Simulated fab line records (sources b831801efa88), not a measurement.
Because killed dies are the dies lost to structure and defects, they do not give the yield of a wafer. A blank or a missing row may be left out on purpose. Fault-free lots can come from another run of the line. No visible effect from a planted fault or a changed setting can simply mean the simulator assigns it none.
Which of the tools did it?	flow gf180mcu	18 wafers from 6 lots sampled at 2 of the route's 602 steps

WHAT THE GAUGES READ, wafer by wafer
GF_VT_IMPLANT_OVL_MEAS_18.
lot	measured	on	VT_IMPLANT_01_OVL (nm)
L821	day 6 17:20	overlay-01	0.9 1.0 2.6
L828	day 8 11:02	overlay-01	0.6 2.5 0.8
L833	day 9 19:08	overlay-02	0.7 1.8 1.0
L837	day 10 21:38	overlay-02	-3.0 -2.0 -0.5
L839	day 11 09:02	overlay-01	1.6 -0.2 -0.7
L841	day 11 21:21	overlay-02	3.9 2.1 1.2

TOOL THAT RAN EACH LOT (tool first, then ch and the chambers of the sampled wafers, then the start)
lot	GF_LVPWELL_STRIP_10
L821	plasmaAsher-02 ch 0,1, day 4 06:01
L828	plasmaAsher-02 ch 0,1, day 5 18:19
L833	plasmaAsher-03 ch 0,1, day 6 23:52
L837	plasmaAsher-02 ch 0,1, day 7 23:10
L839	plasmaAsher-01 ch 0,1, day 8 09:34
L841	plasmaAsher-02 ch 0,1, day 8 19:34
- GF_LVPWELL_STRIP_10: strips in O2/N2.

THE ANSWER, worked out from the rows above alone
Rule: the usual values come from the lots themselves. The widest of any qualifying gaps counts: lots, ordered by their means at a reading, are off when they make up no more than a third of the lots, leave a main group of 4 or more, and stand apart from it by 3 or more times the standard deviation of that group's means. If all means in a main group match to the digits the tables above print for the reading, that group is not used. Also off: a lot with no number at a reading for which 4 or more lots have one. Where the step has rows for the other lots, those lots are counted as sound.
No lot is off on any of the readings shown, so nothing can be concluded from this.

WHAT HAD BEEN PUT IN BY THE SIMULATOR
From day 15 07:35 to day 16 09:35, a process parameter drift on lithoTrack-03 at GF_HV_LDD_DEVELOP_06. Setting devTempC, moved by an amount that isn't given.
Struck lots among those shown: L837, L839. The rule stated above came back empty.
